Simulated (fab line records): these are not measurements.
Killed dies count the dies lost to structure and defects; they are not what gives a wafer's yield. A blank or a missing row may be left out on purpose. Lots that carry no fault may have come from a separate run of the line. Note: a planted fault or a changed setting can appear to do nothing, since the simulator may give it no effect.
fab line records	flow sky130
[record] lots = 11	wafers = 33	last_day = 49
route steps=708 shown POLY_GATE@205 RES_PROTECT@214 SD_P@329
lots untouched by any fault: they come from a run of this same line in which no faults occurred
start_h: hours from the record's first day to the start of the lot's first wafer shown	wait_h: how many hours have passed since the lot's step before this one	" the same as in the row above	L1.1+2: several wafers, shown together as one row	- value missing, or start not given	* or withheld: withheld	< > ~ a bound
route shown NAME@n: NAME is a module with steps in the file, n the number in the route of the first one	usual: average and standard deviation across the fault-free wafers	same: alike in all rows	chamber/n: place in a boat	sites: each site's reading	_std_site: the standard deviation of these	_edge_site: outer sites' mean less inner sites'	radius_mm: for every site, how far away it sits from the centre of the wafer	mask NAME#n: copy n	behind: the tool/chamber that last shaped the wafer	hold: why the lot went on hold/how many hours it stayed there/how the hold came to an end	device: which transistor (n, p or np) failed to switch	end of line: tests run on the same wafers once the route is complete	a step without rows: its recipe alone	killed: the dies lost at the first sort to structure and to defects; this is not the yield of the wafer	map: the dies of a wafer, with x for killed, . for not killed, _ for no die there
set.NAME: the setting that was run; set.NAME@STEP: the one run at that earlier step	model.NAME: the simulator's own value behind a step, which no gauge read
steps of the route over a sample of lots; a table a step, a row a wafer
services: the hour from which a tool's chamber was out of use, counted from the record's first day as start_h (under 0 if before that day), plus the number of hours and why
[[steps]]
[step SKY_POLY_GATE_THK_MEAS_01]
[recipe] reads = poly-Si_of_POLY_GATE_CVD_00
[usual] POLY_GATE_CVD_00_THK = 180.1/1.9
lot.wafer	tool	chamber	start_h	wait_h	POLY_GATE_CVD_00_THK[nm]
L127.2	film_metro-04	-	328.19	0.0	184.2
L127.3	"	-	"	"	183.3
L127.4	"	-	"	"	183.1
L130.2	film_metro-04	-	344.99	0.0	184.4
L130.3	"	-	"	"	183.3
L130.5	"	-	"	"	183.7
L131.1	film_metro-03	-	348.96	0.0	180.5
L131.2	"	-	"	"	180.7
L131.6	"	-	"	"	179.8
L134.1	film_metro-01	-	380.46	0.0	183.1
L134.3	"	-	"	"	182.3
L134.6	"	-	"	"	181.8
L136.3	film_metro-01	-	389.38	0.0	181.8
L136.4	"	-	"	"	182.0
L136.5	"	-	"	"	182.5
L138.1	film_metro-04	-	404.36	0.0	180.3
L138.3	"	-	"	"	180.6
L138.4	"	-	"	"	177.4
L139.1	film_metro-03	-	411.18	0.0	177.6
L139.3	"	-	"	"	177.2
L139.6	"	-	"	"	178.2
L144.1	film_metro-01	-	451.88	0.0	179.2
L144.2	"	-	"	"	180.2
L144.3	"	-	"	"	178.2
L145.1	film_metro-01	-	463.13	0.0	179.5
L145.2	"	-	"	"	179.2
L145.6	"	-	"	"	178.5
L146.1	film_metro-01	-	470.35	0.0	180.2
L146.2	"	-	"	"	179.6
L146.5	"	-	"	"	180.2
L147.2	film_metro-03	-	490.95	0.0	179.9
L147.3	"	-	"	"	180.5
L147.6	"	-	"	"	179.9
[step SKY_RES_PROTECT_STRIP_07]
[recipe] chemistry = O2/N2	power_w = 1400	pressure_mtorr = 1500	platen_temp_c = withheld	o2_flow_sccm = 3000	n2_flow_sccm = 300	overash_fraction = 0.5
[usual] drypump_motor_current_A = 5.7/0.32	oes_product_au = 0.517/0.0045	strip_time_to_endpoint_s = 23.30/0.047
lot.wafer	tool	chamber	start_h	wait_h	drypump_motor_current_A	oes_product_au	rf_hours_counter_h	strip_time_to_endpoint_s
L127.2	plasma_asher-04	1	355.45	0.1	5.9	0.515	55	23.30
L127.3	"	0	"	"	5.6	0.515	-	23.30
L127.4	"	1	"	"	5.9	0.513	-	23.31
L130.2	plasma_asher-03	0	372.89	0.1	5.5	0.512	69	23.28
L130.3	"	1	"	"	5.4	0.513	-	23.27
L130.5	"	0	"	"	5.5	0.519	-	23.29
L131.1	plasma_asher-04	0	376.85	0.1	5.6	0.512	57	23.31
L131.2	"	1	"	"	5.9	0.521	57	23.36
L131.6	"	1	"	"	5.9	0.516	-	23.30
L134.1	plasma_asher-04	1	410.60	0.1	5.9	0.528	60	23.39
L134.3	"	0	"	"	5.6	0.521	-	23.38
L134.6	"	0	"	"	5.6	0.521	-	23.35
L136.3	plasma_asher-03	0	419.77	0.1	5.5	0.515	-	23.24
L136.4	"	1	"	"	5.4	0.519	-	23.30
L136.5	"	1	"	"	5.4	0.512	-	23.24
L138.1	plasma_asher-03	0	435.10	0.1	5.5	0.520	75	23.25
L138.3	"	0	"	"	5.5	0.519	-	23.26
L138.4	"	1	"	"	5.4	0.512	-	23.25
L139.1	plasma_asher-04	0	441.85	0.1	5.6	0.509	63	23.28
L139.3	"	1	"	"	5.9	0.516	-	23.22
L139.6	"	0	"	"	5.6	0.520	-	23.24
L144.1	plasma_asher-01	0	482.80	0.1	5.9	0.518	36	23.35
L144.2	"	1	"	"	6.3	0.516	36	23.41
L144.3	"	0	"	"	5.8	0.525	-	23.30
L145.1	plasma_asher-03	1	494.05	0.1	5.4	0.518	81	23.39
L145.2	"	0	"	"	5.5	0.513	81	23.34
L145.6	"	1	"	"	5.4	0.521	-	23.39
L146.1	plasma_asher-01	0	501.55	0.1	5.8	0.514	38	23.31
L146.2	"	1	"	"	6.3	0.512	38	23.33
L146.5	"	0	"	"	5.8	0.516	-	23.29
L147.2	plasma_asher-03	0	521.64	0.1	5.5	0.521	84	23.34
L147.3	"	1	"	"	5.4	0.525	-	23.34
L147.6	"	0	"	"	5.5	0.521	-	23.29
[step SKY_POLY_GATE_CD_MEAS_22]
[usual] cd_nm = 150.0/2.2
lot.wafer	tool	chamber	start_h	wait_h	cd_nm
L127.2	cd_sem-01	-	405.56	0.1	150.6
L127.3	"	-	"	"	148.5
L127.4	"	-	"	"	147.1
L131.1	cd_sem-02	-	414.08	0.1	151.3
L131.2	"	-	"	"	144.9
L131.6	"	-	"	"	149.1
L130.2	cd_sem-01	-	414.10	0.1	149.7
L130.3	"	-	"	"	148.1
L130.5	"	-	"	"	147.4
L134.1	cd_sem-02	-	446.69	0.1	152.4
L134.3	"	-	"	"	147.3
L134.6	"	-	"	"	146.5
L136.3	cd_sem-02	-	455.02	0.1	150.7
L136.4	"	-	"	"	148.6
L136.5	"	-	"	"	148.1
L138.1	cd_sem-01	-	469.54	0.1	147.9
L138.3	"	-	"	"	148.6
L138.4	"	-	"	"	148.4
L139.1	cd_sem-01	-	478.14	0.1	150.3
L139.3	"	-	"	"	149.7
L139.6	"	-	"	"	151.4
L144.1	cd_sem-02	-	517.69	0.1	152.8
L144.2	"	-	"	"	150.8
L144.3	"	-	"	"	150.7
L145.1	cd_sem-01	-	529.00	0.1	155.6
L145.2	"	-	"	"	152.4
L145.6	"	-	"	"	152.9
L146.1	cd_sem-01	-	538.54	0.1	148.6
L146.2	"	-	"	"	151.2
L146.5	"	-	"	"	151.6
L147.2	cd_sem-02	-	554.23	0.1	151.2
L147.3	"	-	"	"	149.8
L147.6	"	-	"	"	147.8
[step SKY_SD_P_IMPLANT_09]
[recipe] species = BF2	energy_kev = 20	dose_cm2 = 3e+15	tilt_deg = 0
[usual] beam_energy_keV = 20.000/0.0064
lot.wafer	tool	chamber	start_h	wait_h	beam_energy_keV
L127.2	implanter-01	0	620.17	0.0	20.002
L127.3	"	0	"	"	19.989
L127.4	"	0	"	"	19.992
L131.1	implanter-01	0	630.64	0.0	19.998
L131.2	"	0	"	"	20.007
L131.6	"	0	"	"	20.004
L130.2	implanter-04	0	630.97	0.0	19.994
L130.3	"	0	"	"	20.004
L130.5	"	0	"	"	20.008
L134.1	implanter-04	0	659.31	0.0	19.996
L134.3	"	0	"	"	19.995
L134.6	"	0	"	"	20.010
L136.3	implanter-04	0	667.36	0.1	20.008
L136.4	"	0	"	"	19.997
L136.5	"	0	"	"	20.008
L138.1	implanter-03	0	680.38	0.0	19.994
L138.3	"	0	"	"	19.996
L138.4	"	0	"	"	20.005
L139.1	implanter-01	0	687.95	0.0	19.999
L139.3	"	0	"	"	20.004
L139.6	"	0	"	"	20.002
L144.1	implanter-01	0	725.45	0.0	19.993
L144.2	"	0	"	"	19.999
L144.3	"	0	"	"	20.009
L145.1	implanter-01	0	731.01	0.0	25.039
L145.2	"	0	"	"	25.035
L145.6	"	0	"	"	25.035
L146.1	implanter-01	0	743.04	0.0	25.036
L146.2	"	0	"	"	25.040
L146.5	"	0	"	"	25.042
L147.2	implanter-01	0	756.39	0.0	25.047
L147.3	"	0	"	"	25.045
L147.6	"	0	"	"	25.045
[step SKY_SD_P_STRIP_10]
[recipe] chemistry = O2/N2	power_w = 1400	pressure_mtorr = 1500	platen_temp_c = withheld	o2_flow_sccm = 3000	n2_flow_sccm = 300	overash_fraction = 0.5
[usual] drypump_motor_current_A = 5.7/0.32	oes_product_au = 0.617/0.0046	strip_time_to_endpoint_s = 17.48/0.039
lot.wafer	tool	chamber	start_h	wait_h	drypump_motor_current_A	oes_product_au	rf_hours_counter_h	strip_time_to_endpoint_s
L127.2	plasma_asher-04	0	620.30	0.1	5.6	0.614	82	17.44
L127.3	"	0	"	"	5.6	0.614	-	17.49
L127.4	"	1	"	"	5.9	0.620	-	17.44
L131.1	plasma_asher-04	1	630.79	0.1	5.9	0.612	83	17.44
L131.2	"	0	"	"	5.6	0.616	83	17.46
L131.6	"	1	"	"	5.9	0.616	-	17.45
L130.2	plasma_asher-01	1	631.09	0.1	6.4	0.616	48	17.57
L130.3	"	0	"	"	5.9	0.619	-	17.56
L130.5	"	1	"	"	6.4	0.611	-	17.53
L134.1	plasma_asher-03	1	659.46	0.1	5.4	0.617	99	17.52
L134.3	"	0	"	"	5.5	0.613	-	17.49
L134.6	"	0	"	"	5.5	0.615	-	17.43
L136.3	plasma_asher-03	1	667.49	0.1	5.5	0.615	-	17.49
L136.4	"	0	"	"	5.5	0.618	-	17.47
L136.5	"	0	"	"	5.5	0.613	-	17.46
L138.1	plasma_asher-01	0	680.53	0.1	5.8	0.627	53	17.45
L138.3	"	1	"	"	6.4	0.615	-	17.43
L138.4	"	0	"	"	5.8	0.615	-	17.42
L139.1	plasma_asher-03	1	688.10	0.1	5.5	0.626	102	17.43
L139.3	"	1	"	"	5.4	0.613	-	17.43
L139.6	"	0	"	"	5.5	0.620	-	17.41
L144.1	plasma_asher-04	1	725.60	0.1	5.9	0.612	93	17.45
L144.2	"	0	"	"	5.6	0.621	93	17.43
L144.3	"	1	"	"	5.9	0.619	-	17.44
L145.1	plasma_asher-01	1	731.16	0.1	6.3	0.612	59	18.17
L145.2	"	0	"	"	5.8	0.603	59	18.16
L145.6	"	1	"	"	6.3	0.603	-	18.19
L146.1	plasma_asher-03	0	743.19	0.1	5.4	0.596	0	18.21
L146.2	"	1	"	"	5.4	0.595	0	18.24
L146.5	"	1	"	"	5.4	0.607	-	18.24
L147.2	plasma_asher-03	0	756.51	0.1	5.4	0.599	1	18.29
L147.3	"	0	"	"	5.5	0.608	-	18.23
L147.6	"	0	"	"	5.4	0.600	-	18.23
[step SKY_SD_P_TW_MEAS_11]
[usual] SD_P_TW = 2808/36
lot.wafer	tool	chamber	start_h	wait_h	SD_P_TW
L127.2	film_metro-04	-	620.41	0.1	2768
L127.3	"	-	"	"	2787
L127.4	"	-	"	"	2773
L131.1	film_metro-03	-	630.89	0.1	2803
L131.2	"	-	"	"	2830
L131.6	"	-	"	"	2817
L130.2	film_metro-04	-	631.20	0.1	2770
L130.3	"	-	"	"	2765
L130.5	"	-	"	"	2765
L134.1	film_metro-01	-	659.56	0.1	2835
L134.3	"	-	"	"	2838
L134.6	"	-	"	"	2826
L136.3	film_metro-04	-	667.58	0.1	2720
L136.4	"	-	"	"	2743
L136.5	"	-	"	"	2742
L138.1	film_metro-03	-	680.63	0.1	2842
L138.3	"	-	"	"	2824
L138.4	"	-	"	"	2837
L139.1	film_metro-03	-	688.20	0.1	2830
L139.3	"	-	"	"	2834
L139.6	"	-	"	"	2831
L144.1	film_metro-04	-	725.70	0.1	2770
L144.2	"	-	"	"	2762
L144.3	"	-	"	"	2773
L145.1	film_metro-04	-	731.26	0.1	2921
L145.2	"	-	"	"	2915
L145.6	"	-	"	"	2937
L146.1	film_metro-04	-	743.29	0.1	2934
L146.2	"	-	"	"	2936
L146.5	"	-	"	"	2923
L147.2	film_metro-04	-	756.62	0.1	2927
L147.3	"	-	"	"	2964
L147.6	"	-	"	"	2935
[step SKY_SD_N_RS_MEAS_17]
[recipe] thk_meas_gauge = four-point-probe
[usual] SD_P_RS = 147.1/0.39
lot.wafer	tool	chamber	start_h	wait_h	SD_P_RS[ohm/sq]
L127.2	film_metro-03	-	676.87	0.1	146.9
L127.3	"	-	"	"	146.9
L127.4	"	-	"	"	146.5
L131.1	film_metro-04	-	688.88	0.1	146.9
L131.2	"	-	"	"	147.1
L131.6	"	-	"	"	146.8
L130.2	film_metro-01	-	689.01	0.1	147.2
L130.3	"	-	"	"	147.1
L130.5	"	-	"	"	147.6
L134.1	film_metro-03	-	716.01	0.1	147.5
L134.3	"	-	"	"	147.5
L134.6	"	-	"	"	147.3
L136.3	film_metro-04	-	722.90	0.1	147.3
L136.4	"	-	"	"	147.1
L136.5	"	-	"	"	147.3
L138.1	film_metro-04	-	736.21	0.1	148.1
L138.3	"	-	"	"	147.5
L138.4	"	-	"	"	147.6
L139.1	film_metro-03	-	743.81	0.1	146.8
L139.3	"	-	"	"	147.0
L139.6	"	-	"	"	146.8
L144.1	film_metro-04	-	780.57	0.1	146.9
L144.2	"	-	"	"	147.1
L144.3	"	-	"	"	146.9
L145.1	film_metro-03	-	786.06	0.1	131.7
L145.2	"	-	"	"	132.3
L145.6	"	-	"	"	132.1
L146.1	film_metro-01	-	797.21	0.1	131.8
L146.2	"	-	"	"	132.2
L146.5	"	-	"	"	131.6
L147.2	film_metro-03	-	810.63	0.1	132.3
L147.3	"	-	"	"	132.1
L147.6	"	-	"	"	132.1
[[services]]
tool	chamber	start_h	hours	kind
implanter-03	-	354.77	2.4	repair
plasma_asher-04	-	384.51	4.2	repair
implanter-03	-	438.78	2.5	repair
implanter-03	-	480.14	6.2	repair
plasma_asher-01	-	497.05	1.3	repair
implanter-03	-	509.17	2.9	repair
plasma_asher-01	-	535.96	2.8	pm
implanter-04	-	568.72	2.2	repair
implanter-03	-	574.23	4.9	pm
plasma_asher-01	-	585.82	1.7	repair
plasma_asher-01	-	596.00	14.6	pm
implanter-03	-	645.13	2.7	pm
implanter-01	-	651.90	1.8	repair
implanter-04	-	680.14	2.2	repair
implanter-01	-	702.33	4.0	pm
plasma_asher-04	-	708.24	2.8	pm
plasma_asher-01	-	714.56	1.7	repair
plasma_asher-03	-	733.84	9.0	pm
plasma_asher-03	0	733.84	9.0	vent_cycle
plasma_asher-03	1	733.84	9.0	vent_cycle
implanter-04	-	733.94	4.7	pm
implanter-04	-	739.25	0.8	repair
plasma_asher-03	0	742.84	-	clean
plasma_asher-03	1	742.84	-	clean
[[key]]
[first_sign] step = SKY_SD_P_IMPLANT_09	reading = beam_energy_keV	direction = up	sigmas = 99+	usual = *	struck = *
[effect] step = SKY_SD_P_STRIP_10	reading = strip_time_to_endpoint_s	direction = up	sigmas = 19	usual = *	struck = *
[effect] step = SKY_SD_P_TW_MEAS_11	reading = SD_P_TW	direction = up	sigmas = 3.5	usual = 2808	struck = 2932
[effect] step = SKY_SD_N_RS_MEAS_17	reading = SD_P_RS	direction = down	sigmas = 38	usual = 147.1	struck = 132.0
met_at SKY_SD_P_IMPLANT_09
struck_lots L145,L146,L147
tester_left_out L145,L146,L147
not_acting_at SKY_POLY_GATE_THK_MEAS_01,SKY_RES_PROTECT_STRIP_07,SKY_POLY_GATE_CD_MEAS_22
onset_between 725.45 731.01
[fault] kind = process_parameter_drift	tool = implanter-01	chamber = -	onset_h = 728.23	steps = SKY_SD_P_IMPLANT_09	channel = energy_kev	offset = *	shape = step	end_h = 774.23	acts_in = *	stated = *
// tester_left_out: of these lots the tester's yield and bins aren't shown, on N5 and GAA mostly nor the transistor test; their killed dies are dies lost to structure and defects alone, not to doping, threshold or leakage, so they don't give the yield
